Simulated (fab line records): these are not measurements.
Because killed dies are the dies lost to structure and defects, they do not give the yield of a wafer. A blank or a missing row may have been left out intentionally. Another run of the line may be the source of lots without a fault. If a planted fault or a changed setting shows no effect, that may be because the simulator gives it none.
Which tool was responsible? / flow gf180mcu / 6 lots, 18 wafers sampled, at 3 steps of a route of 602

== WHAT EACH GAUGE READ, for each wafer ==
GF_VT_IMPLANT_RS_MEAS_48: uses a four-point probe to measure.
lot=L508; measured=day 7 18:28; on=filmMetro-04; LVPWELL_RS (ohm/sq)=1200.3 1196.1 1198.3
lot=L510; measured=day 8 10:08; on=filmMetro-04; LVPWELL_RS (ohm/sq)=1192.9 1194.6 1197.1
lot=L514; measured=day 9 16:35; on=filmMetro-02; LVPWELL_RS (ohm/sq)=1195.0 1196.3 1196.4
lot=L517; measured=day 10 12:00; on=filmMetro-01; LVPWELL_RS (ohm/sq)=1193.6 1194.5 1194.7
lot=L525; measured=day 12 17:34; on=filmMetro-01; LVPWELL_RS (ohm/sq)=1196.4 1200.0 1196.5
lot=L529; measured=day 13 18:24; on=filmMetro-01; LVPWELL_RS (ohm/sq)=1190.1 1196.3 1189.9

== EACH LOT AND THE TOOL THAT RAN IT (in order: tool; ch and the chambers of the sampled wafers; start) ==
lot=L508; GF_DNWELL_STRIP_08=plasmaAsher-04 ch 0,1, day 3 00:13; GF_LVPWELL_IMPLANT_09=implanter-02 ch 0, day 4 01:47
lot=L510; GF_DNWELL_STRIP_08=plasmaAsher-01 ch 0,1, day 3 11:26; GF_LVPWELL_IMPLANT_09=implanter-02 ch 0, day 4 13:32
lot=L514; GF_DNWELL_STRIP_08=plasmaAsher-01 ch 0,1, day 4 09:20; GF_LVPWELL_IMPLANT_09=implanter-01 ch 0, day 5 14:01
lot=L517; GF_DNWELL_STRIP_08=plasmaAsher-01 ch 0,1, day 5 01:29; GF_LVPWELL_IMPLANT_09=implanter-01 ch 0, day 6 05:47
lot=L525; GF_DNWELL_STRIP_08=plasmaAsher-01 ch 0,1, day 6 19:01; GF_LVPWELL_IMPLANT_09=implanter-01 ch 0, day 8 02:58
lot=L529; GF_DNWELL_STRIP_08=plasmaAsher-01 ch 0,1, day 7 14:50; GF_LVPWELL_IMPLANT_09=implanter-01 ch 0, day 9 00:48
- GF_DNWELL_STRIP_08: strips in O2/N2.
- GF_LVPWELL_IMPLANT_09

== THE ANSWER, worked out from the rows above alone ==
Rule: the lots themselves supply what counts as usual. The widest of any qualifying gaps counts: lots, ordered by their means at a reading, are off when they make up no more than a third of the lots, leave a main group of 4 or more, and stand apart from it by 3 or more times the standard deviation of that group's means. Not used: any main group whose means are identical at the precision the tables above print for the reading. Also off: a lot with no number at a reading for which 4 or more lots have one. Where the step has rows for the other lots, those lots are counted as sound.
Nothing can be told from this: no lot is off at any reading shown.

== WHAT WAS PUT IN BY THE SIMULATOR ==
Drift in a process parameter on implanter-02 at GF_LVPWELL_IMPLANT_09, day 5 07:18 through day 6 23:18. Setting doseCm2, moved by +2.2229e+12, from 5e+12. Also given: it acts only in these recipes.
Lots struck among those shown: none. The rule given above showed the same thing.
